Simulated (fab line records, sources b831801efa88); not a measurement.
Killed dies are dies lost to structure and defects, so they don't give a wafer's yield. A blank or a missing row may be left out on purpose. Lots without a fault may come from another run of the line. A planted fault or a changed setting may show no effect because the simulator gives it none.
Chamber matching | flow gf180mcu | GF_V3_CVD_02 on pecvd-02: 3 sister chambers
The step deposits SiO2 from TEOS, target thk 850 nm, time 94.851 s. 14 wafers are shown with their chamber, then 7 later ones without.

WAFERS WITH THEIR CHAMBER
wafer  | chamber | heater_power_w (W)
L174.1 | 0       | 531
L174.2 | 2       | 659
L174.4 | 0       | 598
L175.3 | 0       | 634
L175.5 | 2       | 732
L175.6 | 1       | 740
L177.2 | 2       | 713
L177.5 | 2       | 587
L177.6 | 1       | 727
L179.3 | 2       | 747
L179.4 | 0       | 647
L179.5 | 1       | 715
L188.4 | 1       | 660
L188.5 | 0       | 519

SIGNATURES (means of the wafers above)
reading        | chamber 0 | chamber 1 | chamber 2 | scatter within a chamber
heater_power_w | 585.80    | 710.50    | 687.60    | 56
Rule: a wafer's distance from a chamber is the root of the sum, over the readings, of the square of ((its reading less the chamber's mean) divided by the reading's scatter). The wafer belongs to the nearest chamber; if the next one is less than 2 further off, it can't be placed. The scatter: the root of (the sum of the squares of (reading less its chamber's mean) over the shown wafers, divided by (wafers less chambers)).

WAFERS WITHOUT THEIR CHAMBER
wafer  | heater_power_w (W)
L188.6 | 664
L190.1 | 675
L190.2 | 555
L190.6 | 609
L194.1 | 616
L194.3 | 646
L194.6 | 596

WHICH CHAMBER EACH WENT THROUGH
wafer  | from the rows above          | in truth
L188.6 | can't be placed: 2 or 1 or 0 | 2
L190.1 | can't be placed: 2 or 1 or 0 | 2
L190.2 | can't be placed: 0 or 2      | 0
L190.6 | can't be placed: 0 or 2 or 1 | 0
L194.1 | can't be placed: 0 or 2 or 1 | 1
L194.3 | can't be placed: 2 or 0 or 1 | 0
L194.6 | can't be placed: 0 or 2 or 1 | 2
Placed correctly: 0 of 7. Can't be placed from these rows: 7 (the true chamber is among the candidates in 7). Placed wrongly: 0.
